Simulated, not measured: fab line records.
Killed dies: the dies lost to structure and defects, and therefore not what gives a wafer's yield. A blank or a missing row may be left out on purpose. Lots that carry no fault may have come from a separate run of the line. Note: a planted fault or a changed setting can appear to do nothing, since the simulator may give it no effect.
fab line records | flow sky130
[record] lots = 12 | wafers = 36 | last-day = 50
route steps=708 shown METAL2@486 VIA2@515 PAD_OPEN@708
lots with no fault: from the same line, run without faults
start-h: the number of hours between the record's first day and the start of the first shown wafer of the lot | wait-h: time in hours since the lot's previous step | " as in the row above | L1.1+2: one row covering several wafers at once | - no value, or no start was given | * or withheld: withheld | < > ~ a bound
route shown NAME@n: names a module that has steps shown in the file, with the first one's number in the route | usual: mean/standard deviation taken from wafers without a fault | same: alike in all rows | chamber/n: place in a boat | sites: the reading at each site | _std_site: their standard deviation | _edge_site: inner sites' mean taken away from outer sites' mean | radius-mm: for every site, how far away it sits from the centre of the wafer | mask NAME#n: copy n | behind: the last tool/chamber to shape the wafer | hold: reason for holding the lot/hours on hold/outcome of the hold | device: the transistor (n, p or np) that didn't switch | end of line: tests run on the same wafers once the route is complete | step lacking rows: just its recipe | killed: dies that structure and defects cost at the first sort, which is not the same as the wafer's yield | map: shows each die of a wafer: x if killed, . if not, _ if none is there
set.NAME: the run value of the setting; set.NAME@STEP: its run value at that earlier step | model.NAME: the simulator's own value behind a step, which no gauge read
steps of the route over a sample of lots; a table a step, a row a wafer
services: when a tool's chamber went out of use (start-h, in hours from the record's first day, below 0 if earlier), for how many hours, and the reason
[[steps]]
[step SKY_METAL2_SPUTTER_03]
[recipe] material = Ti | target-thk-nm = 5 | power-w = 3000 | time-s = 3.3 | chamber-pressure-pa = 0.4
[usual] chamber-pressure-pa = 0.4000/0.0008 | throttle-valve-pct = 29.7/1
lot.wafer | tool           | chamber | start-h | wait-h | chamber-pressure-pa | throttle-valve-pct
L300.3    | pvd-sputter-01 | -       | 807.41  | 0.0    | 0.4002              | 29.6
L300.4    | "              | -       | "       | "      | 0.4014              | 30.5
L300.6    | "              | -       | "       | "      | 0.4002              | 30.4
L301.3    | pvd-sputter-01 | -       | 814.16  | 0.0    | 0.3995              | 29.9
L301.4    | "              | -       | "       | "      | 0.4005              | 29.4
L301.5    | "              | -       | "       | "      | 0.4001              | 30.6
L304.2    | pvd-sputter-01 | -       | 849.71  | 0.0    | 0.4015              | 30.3
L304.3    | "              | -       | "       | "      | 0.3993              | 30.8
L304.6    | "              | -       | "       | "      | 0.3993              | 30.2
L305.3    | pvd-sputter-01 | -       | 851.51  | 0.0    | 0.4002              | 30.6
L305.4    | "              | -       | "       | "      | 0.4013              | 29.9
L305.6    | "              | -       | "       | "      | 0.3998              | 29.4
L307.1    | pvd-sputter-02 | -       | 853.94  | 0.0    | 0.3998              | 30.1
L307.2    | "              | -       | "       | "      | 0.4000              | 28.4
L307.3    | "              | -       | "       | "      | 0.4005              | 30.8
L311.1    | pvd-sputter-02 | -       | 884.51  | 0.0    | 0.3991              | 30.3
L311.2    | "              | -       | "       | "      | 0.3997              | 30.5
L311.5    | "              | -       | "       | "      | 0.3994              | 28.5
L314.1    | pvd-sputter-03 | -       | 934.17  | 0.0    | 0.4006              | 28.7
L314.2    | "              | -       | "       | "      | 0.4011              | 31.2
L314.3    | "              | -       | "       | "      | 0.4014              | 28.0
L316.4    | pvd-sputter-01 | -       | 935.72  | 0.0    | 0.4001              | 30.2
L316.5    | "              | -       | "       | "      | 0.3992              | 29.5
L316.6    | "              | -       | "       | "      | 0.3996              | 30.9
L315.1    | pvd-sputter-02 | -       | 938.57  | 0.0    | 0.4022              | 30.1
L315.2    | "              | -       | "       | "      | 0.3983              | 28.3
L315.5    | "              | -       | "       | "      | 0.4014              | 29.8
L318.1    | pvd-sputter-01 | -       | 940.66  | 0.0    | 0.4003              | 30.9
L318.4    | "              | -       | "       | "      | 0.4000              | 29.3
L318.5    | "              | -       | "       | "      | 0.4001              | 30.7
L319.3    | pvd-sputter-01 | -       | 945.26  | 0.0    | 0.4005              | 30.2
L319.4    | "              | -       | "       | "      | 0.3997              | 30.1
L319.6    | "              | -       | "       | "      | 0.3999              | 30.7
L320.4    | pvd-sputter-03 | -       | 950.29  | 0.0    | 0.4014              | 28.1
L320.5    | "              | -       | "       | "      | 0.4016              | 31.0
L320.6    | "              | -       | "       | "      | 0.4000              | 28.1
[step SKY_VIA2_SOFTBAKE_08]
[recipe] temp-c = 100 | time-s = 90 | resist = KrF-thick
[usual] heater-power-total-W = 57.38/0.11 | resist-line-temp-C = 22.98/0.093 | run-length-s = 118.89/0.24
lot.wafer | tool           | chamber | start-h | wait-h | heater-power-total-W | resist-line-temp-C | run-length-s
L300.3    | litho-track-02 | 0       | 848     | -      | 57.26                | 23.00              | 118.57
L300.4    | "              | 0       | "       | "      | 57.49                | 23.03              | 118.58
L300.6    | "              | 0       | "       | "      | 57.48                | 22.98              | 118.61
L301.3    | litho-track-04 | 0       | 853     | -      | 57.40                | 22.96              | 118.87
L301.4    | "              | 0       | "       | "      | 57.37                | 22.81              | 118.73
L301.5    | "              | 0       | "       | "      | 57.24                | 22.88              | 118.67
L304.2    | litho-track-04 | 0       | 889     | -      | 57.39                | 22.97              | 118.85
L304.3    | "              | 0       | "       | "      | 57.43                | 23.00              | 118.66
L304.6    | "              | 0       | "       | "      | 57.43                | 22.97              | 118.77
L305.3    | litho-track-01 | 0       | 891     | -      | 57.56                | 22.98              | 119.10
L305.4    | "              | 0       | "       | "      | 57.44                | 22.97              | 119.21
L305.6    | "              | 0       | "       | "      | 57.27                | 22.86              | 119.07
L307.1    | litho-track-02 | 0       | 895     | -      | 57.55                | 23.07              | 118.88
L307.2    | "              | 0       | "       | "      | 57.35                | 23.04              | 118.57
L307.3    | "              | 0       | "       | "      | 57.28                | 23.08              | 118.62
L311.1    | litho-track-02 | 0       | 923     | -      | 57.58                | 22.88              | 118.75
L311.2    | "              | 0       | "       | "      | 57.23                | 22.82              | 118.57
L311.5    | "              | 0       | "       | "      | 57.51                | 22.81              | 118.70
L314.1    | litho-track-02 | 0       | 972     | -      | 58.53                | 23.07              | 112.28
L314.2    | "              | 0       | "       | "      | 58.76                | 23.09              | 112.57
L314.3    | "              | 0       | "       | "      | 58.51                | 23.06              | 112.48
L316.4    | litho-track-01 | 0       | 974     | -      | 57.26                | 23.03              | 119.21
L316.5    | "              | 0       | "       | "      | 57.39                | 22.99              | 119.29
L316.6    | "              | 0       | "       | "      | 57.56                | 23.02              | 119.04
L315.1    | litho-track-02 | 0       | 975     | -      | 58.78                | 22.97              | 112.27
L315.2    | "              | 0       | "       | "      | 58.55                | 22.85              | 112.42
L315.5    | "              | 0       | "       | "      | 58.68                | 22.90              | 112.46
L318.1    | litho-track-04 | 0       | 978     | -      | 57.28                | 23.14              | 118.81
L318.4    | "              | 0       | "       | "      | 57.33                | 23.07              | 118.84
L318.5    | "              | 0       | "       | "      | 57.37                | 23.12              | 118.69
L319.3    | litho-track-01 | 0       | 983     | -      | 57.42                | 23.02              | 119.29
L319.4    | "              | 0       | "       | "      | 57.25                | 22.91              | 119.15
L319.6    | "              | 0       | "       | "      | 57.11                | 22.99              | 119.26
L320.4    | litho-track-01 | 0       | 988     | -      | 57.45                | 23.06              | 119.15
L320.5    | "              | 0       | "       | "      | 57.52                | 22.98              | 119.04
L320.6    | "              | 0       | "       | "      | 57.32                | 22.86              | 119.26
[step SKY_VIA2_OVL_MEAS_13]
[usual] VIA2_OVL = -2/5.8
lot.wafer | tool       | chamber | start-h | wait-h | VIA2_OVL[nm]
L300.3    | overlay-01 | -       | 861.03  | 0.1    | 1
L300.4    | "          | -       | "       | "      | 2
L300.6    | "          | -       | "       | "      | 3
L301.3    | overlay-02 | -       | 867.03  | 0.1    | -3
L301.4    | "          | -       | "       | "      | -3
L301.5    | "          | -       | "       | "      | -6
L304.2    | overlay-01 | -       | 902.78  | 0.1    | 7
L304.3    | "          | -       | "       | "      | 5
L304.6    | "          | -       | "       | "      | 9
L305.3    | overlay-01 | -       | 904.65  | 0.1    | -6
L305.4    | "          | -       | "       | "      | -11
L305.6    | "          | -       | "       | "      | -4
L307.1    | overlay-01 | -       | 908.09  | 0.1    | -9
L307.2    | "          | -       | "       | "      | -2
L307.3    | "          | -       | "       | "      | -9
L311.1    | overlay-01 | -       | 936.19  | 0.1    | 1
L311.2    | "          | -       | "       | "      | -3
L311.5    | "          | -       | "       | "      | -3
L314.1    | overlay-01 | -       | 984.37  | 0.1    | -8
L314.2    | "          | -       | "       | "      | -15
L314.3    | "          | -       | "       | "      | -8
L316.4    | overlay-01 | -       | 986.26  | 0.1    | 3
L316.5    | "          | -       | "       | "      | 8
L316.6    | "          | -       | "       | "      | 8
L315.1    | overlay-01 | -       | 987.74  | 0.1    | -9
L315.2    | "          | -       | "       | "      | 2
L315.5    | "          | -       | "       | "      | -4
L318.1    | overlay-01 | -       | 991.09  | 0.1    | -8
L318.4    | "          | -       | "       | "      | -9
L318.5    | "          | -       | "       | "      | -5
L319.3    | overlay-01 | -       | 995.26  | 0.1    | -3
L319.4    | "          | -       | "       | "      | 4
L319.6    | "          | -       | "       | "      | -4
L320.4    | overlay-02 | -       | 999.99  | 0.1    | 1
L320.5    | "          | -       | "       | "      | 3
L320.6    | "          | -       | "       | "      | 6
[step SKY_VIA2_SPUTTER_20]
[recipe] material = TiN | target-thk-nm = 20 | chamber-pressure-pa = 5 | power-w = 4000 | time-s = 80
[usual] chamber-pressure-pa = 5.001/0.01 | throttle-valve-pct = 29.4/0.96
lot.wafer | tool           | chamber | start-h | wait-h | chamber-pressure-pa | throttle-valve-pct
L300.3    | pvd-sputter-04 | -       | 861.76  | 0.0    | 5.003               | 30.1
L300.4    | "              | -       | "       | "      | 4.988               | 29.8
L300.6    | "              | -       | "       | "      | 5.004               | 30.0
L301.3    | pvd-sputter-04 | -       | 867.82  | 0.0    | 5.003               | 28.3
L301.4    | "              | -       | "       | "      | 5.012               | 29.9
L301.5    | "              | -       | "       | "      | 5.023               | 29.7
L304.2    | pvd-sputter-02 | -       | 903.50  | 0.0    | 4.996               | 30.3
L304.3    | "              | -       | "       | "      | 4.997               | 28.2
L304.6    | "              | -       | "       | "      | 5.011               | 30.6
L305.3    | pvd-sputter-04 | -       | 905.38  | 0.0    | 4.994               | 29.8
L305.4    | "              | -       | "       | "      | 5.005               | 28.5
L305.6    | "              | -       | "       | "      | 4.994               | 30.2
L307.1    | pvd-sputter-02 | -       | 908.83  | 0.0    | 5.009               | 28.4
L307.2    | "              | -       | "       | "      | 5.003               | 30.8
L307.3    | "              | -       | "       | "      | 4.989               | 28.2
L311.1    | pvd-sputter-02 | -       | 936.93  | 0.0    | 5.011               | 30.9
L311.2    | "              | -       | "       | "      | 4.987               | 28.3
L311.5    | "              | -       | "       | "      | 5.008               | 30.1
L314.1    | pvd-sputter-01 | -       | 985.12  | 0.0    | 5.001               | 29.4
L314.2    | "              | -       | "       | "      | 4.996               | 30.3
L314.3    | "              | -       | "       | "      | 5.003               | 30.5
L316.4    | pvd-sputter-04 | -       | 987.05  | 0.0    | 5.013               | 28.4
L316.5    | "              | -       | "       | "      | 4.992               | 29.8
L316.6    | "              | -       | "       | "      | 4.998               | 28.3
L315.1    | pvd-sputter-04 | -       | 988.60  | 0.0    | 4.978               | 30.3
L315.2    | "              | -       | "       | "      | 5.016               | 28.5
L315.5    | "              | -       | "       | "      | 4.977               | 30.0
L318.1    | pvd-sputter-04 | -       | 991.84  | 0.0    | 5.005               | 29.8
L318.4    | "              | -       | "       | "      | 4.997               | 28.3
L318.5    | "              | -       | "       | "      | 4.998               | 30.2
L319.3    | pvd-sputter-04 | -       | 996.02  | 0.0    | 4.998               | 28.6
L319.4    | "              | -       | "       | "      | 5.023               | 30.1
L319.6    | "              | -       | "       | "      | 5.006               | 29.8
L320.4    | pvd-sputter-02 | -       | 1000.74 | 0.0    | 5.006               | 30.1
L320.5    | "              | -       | "       | "      | 4.992               | 30.7
L320.6    | "              | -       | "       | "      | 5.005               | 28.4
[step SKY_PAD_OPEN_PROBE_99]
[usual] defect-limited-yield = 82.1/1.7 | killed_at_M0_to_M3 = 44/6.4 | killed_at_M4_up = 3.0/1.8 | killed-at-contacts = 24/5 | killed-at-front-end = 16/4.3 | killed-at-other = 0.4/0.76 | killed-dies = 88/8.6 | killed-open = 47/7.2 | killed-short = 40/5.5 | sort_bin_3_pad_short = 0.9/0.44 | sort_bin_5_function = 10.6/1.5 | sort_bin_6_memory = 6.4/1.2 | sort-n-pass = 404/8.6 | sort-yield-pct = 82.1/1.7
[same] gross-dies = 492 | killed-at-back-side = 0 | sort_bin_4_leakage[%] = 0 | sort_bin_8_speed[%] = 0
lot.wafer | tool      | chamber | start-h | wait-h | defect-limited-yield[%] | killed_at_M0_to_M3 | killed_at_M4_up | killed-at-contacts | killed-at-front-end | killed-at-other | killed-dies | killed-open | killed-short | sort_bin_3_pad_short[%] | sort_bin_5_function[%] | sort_bin_6_memory[%] | sort-n-pass | sort-yield-pct[%]
L304.2    | prober-01 | -       | 1117.65 | 0.1    | 79.7                    | 52                 | 1               | 27                 | 20                  | 0               | 100         | 64          | 36           | 0.8                     | 12.6                   | 6.9                  | 392         | 79.7
L304.3    | prober-01 | -       | 1117.70 | 0.2    | 81.1                    | 44                 | 5               | 32                 | 12                  | 0               | 93          | 57          | 36           | 0.4                     | 10.8                   | 7.7                  | 399         | 81.1
L304.6    | prober-01 | -       | 1117.85 | 0.2    | 81.3                    | 44                 | 3               | 28                 | 17                  | 0               | 92          | 50          | 41           | 0.4                     | 10.0                   | 8.3                  | 400         | 81.3
L305.3    | prober-02 | -       | 1119.53 | 0.2    | 82.3                    | 38                 | 3               | 23                 | 23                  | 0               | 87          | 47          | 40           | 0.8                     | 10.0                   | 6.9                  | 405         | 82.3
L305.4    | prober-02 | -       | 1119.58 | 0.2    | 79.7                    | 59                 | 3               | 27                 | 11                  | 0               | 100         | 57          | 43           | 0.2                     | 12.0                   | 8.1                  | 392         | 79.7
L305.6    | prober-02 | -       | 1119.68 | 0.2    | 81.9                    | 46                 | 4               | 26                 | 12                  | 1               | 89          | 47          | 41           | 1.0                     | 10.8                   | 6.3                  | 403         | 81.9
L307.1    | prober-02 | -       | 1124.90 | 0.1    | 83.3                    | 38                 | 3               | 23                 | 18                  | 0               | 82          | 40          | 42           | 1.8                     | 9.3                    | 5.5                  | 410         | 83.3
L307.2    | prober-02 | -       | 1124.95 | 0.1    | 82.9                    | 51                 | 2               | 21                 | 10                  | 0               | 84          | 40          | 44           | 1.0                     | 9.6                    | 6.5                  | 408         | 82.9
L307.3    | prober-02 | -       | 1125.00 | 0.2    | 80.1                    | 56                 | 4               | 24                 | 14                  | 0               | 98          | 48          | 49           | 1.6                     | 11.8                   | 6.5                  | 394         | 80.1
L311.1    | prober-02 | -       | 1142.95 | 0.1    | 83.9                    | 37                 | 1               | 32                 | 9                   | 0               | 79          | 38          | 41           | 1.0                     | 10.0                   | 5.1                  | 413         | 83.9
L311.2    | prober-02 | -       | 1143.00 | 0.1    | 82.7                    | 38                 | 3               | 31                 | 12                  | 1               | 85          | 40          | 45           | 1.6                     | 12.2                   | 3.5                  | 407         | 82.7
L311.5    | prober-02 | -       | 1143.15 | 0.2    | 81.5                    | 48                 | 2               | 22                 | 18                  | 1               | 91          | 46          | 45           | 1.0                     | 10.2                   | 7.3                  | 401         | 81.5
L314.1    | prober-01 | -       | 1180.06 | 0.1    | 83.9                    | 44                 | 2               | 17                 | 16                  | 0               | 79          | 48          | 31           | 0.4                     | 10.2                   | 5.5                  | 413         | 83.9
L314.2    | prober-01 | -       | 1180.11 | 0.1    | 87.2                    | 31                 | 3               | 19                 | 9                   | 1               | 63          | 32          | 30           | 1.6                     | 7.1                    | 4.1                  | 429         | 87.2
L314.3    | prober-01 | -       | 1180.16 | 0.2    | 81.3                    | 42                 | 3               | 26                 | 20                  | 1               | 92          | 50          | 40           | 0.6                     | 9.6                    | 8.5                  | 400         | 81.3
L315.1    | prober-01 | -       | 1181.56 | 0.1    | 80.5                    | 46                 | 0               | 28                 | 20                  | 2               | 96          | 47          | 47           | 1.8                     | 12.2                   | 5.5                  | 396         | 80.5
L315.2    | prober-01 | -       | 1181.61 | 0.1    | 83.1                    | 34                 | 1               | 24                 | 22                  | 2               | 83          | 46          | 35           | 1.0                     | 9.1                    | 6.7                  | 409         | 83.1
L315.5    | prober-01 | -       | 1181.76 | 0.2    | 82.9                    | 30                 | 4               | 25                 | 25                  | 0               | 84          | 43          | 41           | 0.6                     | 11.4                   | 5.1                  | 408         | 82.9
L318.1    | prober-01 | -       | 1183.46 | 0.1    | 83.5                    | 45                 | 3               | 20                 | 13                  | 0               | 81          | 42          | 39           | 1.0                     | 9.6                    | 5.9                  | 411         | 83.5
L318.4    | prober-01 | -       | 1183.61 | 0.2    | 83.7                    | 39                 | 3               | 24                 | 14                  | 0               | 80          | 38          | 42           | 1.2                     | 8.7                    | 6.3                  | 412         | 83.7
L318.5    | prober-01 | -       | 1183.66 | 0.2    | 80.5                    | 55                 | 2               | 23                 | 16                  | 0               | 96          | 46          | 50           | 1.4                     | 10.2                   | 7.9                  | 396         | 80.5
L320.4    | prober-01 | -       | 1192.02 | 0.2    | 81.3                    | 34                 | 3               | 36                 | 17                  | 2               | 92          | 50          | 39           | 0.8                     | 12.0                   | 5.9                  | 400         | 81.3
L320.5    | prober-01 | -       | 1192.07 | 0.2    | 84.6                    | 43                 | 6               | 16                 | 11                  | 0               | 76          | 38          | 36           | 1.0                     | 8.7                    | 5.7                  | 416         | 84.6
L320.6    | prober-01 | -       | 1192.12 | 0.2    | 79.9                    | 53                 | 0               | 28                 | 18                  | 0               | 99          | 47          | 50           | 0.8                     | 12.0                   | 7.3                  | 393         | 79.9
// killed by level:class
L304.2 VIA1:geometric-particle:open=16 FIELD_ISO:geometric-particle:open=9 VIA3:geometric-particle:open=9 CONTACT:geometric-particle:open=8 VIA2:geometric-particle:open=8 LI_CONTACT:geometric-particle:open=7 FIELD_ISO:geometric-particle:short=6 LOCAL_INTERCONNECT:geometric-particle:short=6
L304.3 CONTACT:geometric-particle:open=15 VIA3:geometric-particle:open=9 VIA1:geometric-particle:open=8 VIA2:geometric-particle:open=6 LOCAL_INTERCONNECT:geometric-particle:short=6 METAL2:geometric-particle:short=6 FIELD_ISO:geometric-particle:short=5 LI_CONTACT:geometric-particle:open=5
L304.6 CONTACT:geometric-particle:open=11 VIA1:geometric-particle:open=10 VIA3:geometric-particle:open=9 LI_CONTACT:geometric-particle:open=8 METAL2:geometric-particle:short=7 FIELD_ISO:geometric-particle:short=5 FIELD_ISO:geometric-particle:open=5 METAL1:geometric-particle:short=5
L305.3 VIA2:geometric-particle:open=8 VIA3:geometric-particle:open=8 POLY_GATE:geometric-particle:short=7 LI_CONTACT:geometric-particle:open=7 CONTACT:geometric-particle:open=7 FIELD_ISO:geometric-particle:short=6 CONTACT:geometric-particle:short=6 METAL1:geometric-particle:short=5
L305.4 VIA1:geometric-particle:open=11 CONTACT:geometric-particle:open=10 VIA3:geometric-particle:open=10 VIA2:geometric-particle:open=7 CONTACT:geometric-particle:short=6 VIA1:geometric-particle:short=6 LI_CONTACT:geometric-particle:open=5 VIA2:geometric-particle:short=5
L305.6 CONTACT:geometric-particle:open=10 METAL1:geometric-particle:short=10 LI_CONTACT:geometric-particle:open=9 VIA2:geometric-particle:open=8 VIA3:geometric-particle:short=6 LI_CONTACT:geometric-particle:short=5 METAL1:geometric-particle:open=4 VIA1:geometric-particle:open=3
L307.1 CONTACT:geometric-particle:open=8 LOCAL_INTERCONNECT:geometric-particle:short=7 VIA1:geometric-particle:open=7 VIA3:geometric-particle:open=6 FIELD_ISO:geometric-particle:short=5 POLY_GATE:geometric-particle:open=5 POLY_GATE:geometric-particle:short=5 LI_CONTACT:geometric-particle:open=4
L307.2 VIA1:geometric-particle:open=12 VIA3:geometric-particle:open=10 CONTACT:geometric-particle:open=8 VIA1:geometric-particle:short=6 METAL1:geometric-particle:short=5 METAL2:geometric-particle:short=5 VIA2:geometric-particle:short=5 LI_CONTACT:geometric-particle:open=4
L307.3 VIA1:geometric-particle:open=17 CONTACT:geometric-particle:open=8 LOCAL_INTERCONNECT:geometric-particle:short=7 POLY_GATE:geometric-particle:short=5 METAL2:geometric-particle:short=5 LI_CONTACT:geometric-particle:open=5 VIA3:geometric-particle:open=5 VIA1:geometric-particle:short=5
L311.1 CONTACT:geometric-particle:open=8 METAL1:geometric-particle:short=8 LOCAL_INTERCONNECT:geometric-particle:short=7 CONTACT:geometric-particle:short=7 VIA1:geometric-particle:short=7 VIA3:geometric-particle:open=6 LI_CONTACT:geometric-particle:open=5 VIA1:geometric-particle:open=4
L311.2 CONTACT:geometric-particle:open=10 VIA2:geometric-particle:open=9 CONTACT:geometric-particle:short=8 METAL2:geometric-particle:short=7 FIELD_ISO:geometric-particle:short=5 LI_CONTACT:geometric-particle:open=5 VIA1:geometric-particle:open=5 METAL3:geometric-particle:short=5
L311.5 VIA1:geometric-particle:open=10 VIA2:geometric-particle:open=10 LI_CONTACT:geometric-particle:open=8 METAL1:geometric-particle:short=7 CONTACT:geometric-particle:open=6 POLY_GATE:geometric-particle:short=6 METAL3:geometric-particle:short=6 LOCAL_INTERCONNECT:geometric-particle:short=5
L314.1 VIA1:geometric-particle:open=12 LI_CONTACT:geometric-particle:open=7 VIA2:geometric-particle:open=7 CONTACT:geometric-particle:open=6 FIELD_ISO:geometric-particle:open=5 POLY_GATE:geometric-particle:short=4 VIA3:geometric-particle:open=4 VIA1:geometric-particle:short=4
L314.2 CONTACT:geometric-particle:open=11 VIA1:geometric-particle:open=6 METAL1:geometric-particle:short=5 VIA3:geometric-particle:open=5 FIELD_ISO:geometric-particle:short=4 CONTACT:geometric-particle:short=4 VIA2:geometric-particle:short=4 VIA1:geometric-particle:short=4
L314.3 VIA2:geometric-particle:open=9 LI_CONTACT:geometric-particle:open=9 CONTACT:geometric-particle:open=8 VIA3:geometric-particle:open=7 VIA1:geometric-particle:open=6 POLY_GATE:geometric-particle:short=5 SPACER:geometric-particle:short=5 METAL1:geometric-particle:short=5
L315.1 CONTACT:geometric-particle:open=11 METAL2:geometric-particle:short=10 LI_CONTACT:geometric-particle:open=8 VIA1:geometric-particle:open=8 METAL1:geometric-particle:short=5 VIA1:geometric-particle:short=5 VIA2:geometric-particle:short=5 SPACER:geometric-particle:short=4
L315.2 CONTACT:geometric-particle:open=9 FIELD_ISO:geometric-particle:open=7 VIA3:geometric-particle:open=7 LI_CONTACT:geometric-particle:open=6 METAL1:geometric-particle:short=6 VIA2:geometric-particle:open=6 POLY_GATE:geometric-particle:short=5 METAL2:geometric-particle:short=5
L315.5 VIA1:geometric-particle:open=8 FIELD_ISO:geometric-particle:short=7 CONTACT:geometric-particle:short=7 CONTACT:geometric-particle:open=6 FIELD_ISO:geometric-particle:open=5 POLY_GATE:geometric-particle:open=5 VIA2:geometric-particle:open=5 POLY_GATE:geometric-particle:short=4
L318.1 VIA1:geometric-particle:open=9 VIA2:geometric-particle:open=7 VIA1:geometric-particle:short=7 LI_CONTACT:geometric-particle:open=6 VIA3:geometric-particle:open=6 CONTACT:geometric-particle:open=5 CONTACT:geometric-particle:short=4 VIA2:geometric-particle:short=4
L318.4 VIA1:geometric-particle:open=11 CONTACT:geometric-particle:open=7 VIA1:geometric-particle:short=7 FIELD_ISO:geometric-particle:short=6 LOCAL_INTERCONNECT:geometric-particle:short=6 METAL1:geometric-particle:short=6 VIA3:geometric-particle:open=5 LI_CONTACT:geometric-particle:open=4
L318.5 VIA1:geometric-particle:open=16 VIA1:geometric-particle:short=9 CONTACT:geometric-particle:open=8 METAL2:geometric-particle:short=7 POLY_GATE:geometric-particle:short=6 LOCAL_INTERCONNECT:geometric-particle:short=6 VIA3:geometric-particle:short=6 VIA2:geometric-particle:open=5
L320.4 LI_CONTACT:geometric-particle:open=13 CONTACT:geometric-particle:open=10 VIA1:geometric-particle:open=8 LI_CONTACT:geometric-particle:short=5 METAL2:geometric-particle:short=5 VIA2:geometric-particle:short=5 FIELD_ISO:geometric-particle:short=4 SPACER:geometric-particle:open=4
L320.5 METAL2:geometric-particle:short=9 VIA1:geometric-particle:open=8 LI_CONTACT:geometric-particle:open=6 VIA2:geometric-particle:open=6 VIA3:geometric-particle:open=5 METAL4:geometric-particle:short=5 METAL1:geometric-particle:short=5 VIA1:geometric-particle:short=4
L320.6 VIA1:geometric-particle:open=10 CONTACT:geometric-particle:open=8 VIA3:geometric-particle:open=7 LI_CONTACT:geometric-particle:open=6 METAL1:geometric-particle:short=6 METAL2:geometric-particle:short=6 FIELD_ISO:geometric-particle:short=5 LI_CONTACT:geometric-particle:short=5
[[services]]
tool           | chamber | start-h | hours | kind
pvd-sputter-04 | -       | 793.85  | 1.6   | repair
pvd-sputter-03 | -       | 807.58  | 1.4   | repair
pvd-sputter-03 | -       | 879.07  | 4.5   | repair
pvd-sputter-03 | -       | 928.79  | 0.6   | repair
pvd-sputter-03 | -       | 999.83  | 1.9   | repair
[[key]]
[first-sign] step = SKY_VIA2_SOFTBAKE_08 | reading = run-length-s | direction = down | sigmas = 27 | usual = * | struck = *
[effect] step = SKY_VIA2_SOFTBAKE_08 | reading = heater-power-total-W | direction = up | sigmas = 12 | usual = * | struck = *
met-at SKY_VIA2_SOFTBAKE_08
struck-lots L314,L315
not-acting-at SKY_METAL2_SPUTTER_03,SKY_VIA2_OVL_MEAS_13,SKY_VIA2_SPUTTER_20
onset-between 923 972
[fault] kind = process-parameter-drift | tool = litho-track-02 | chamber = - | onset-h = 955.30 | steps = SKY_VIA2_SOFTBAKE_08 | channel = time-s | offset = * | shape = step | end-h = 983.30 | acts-in = * | stated = *
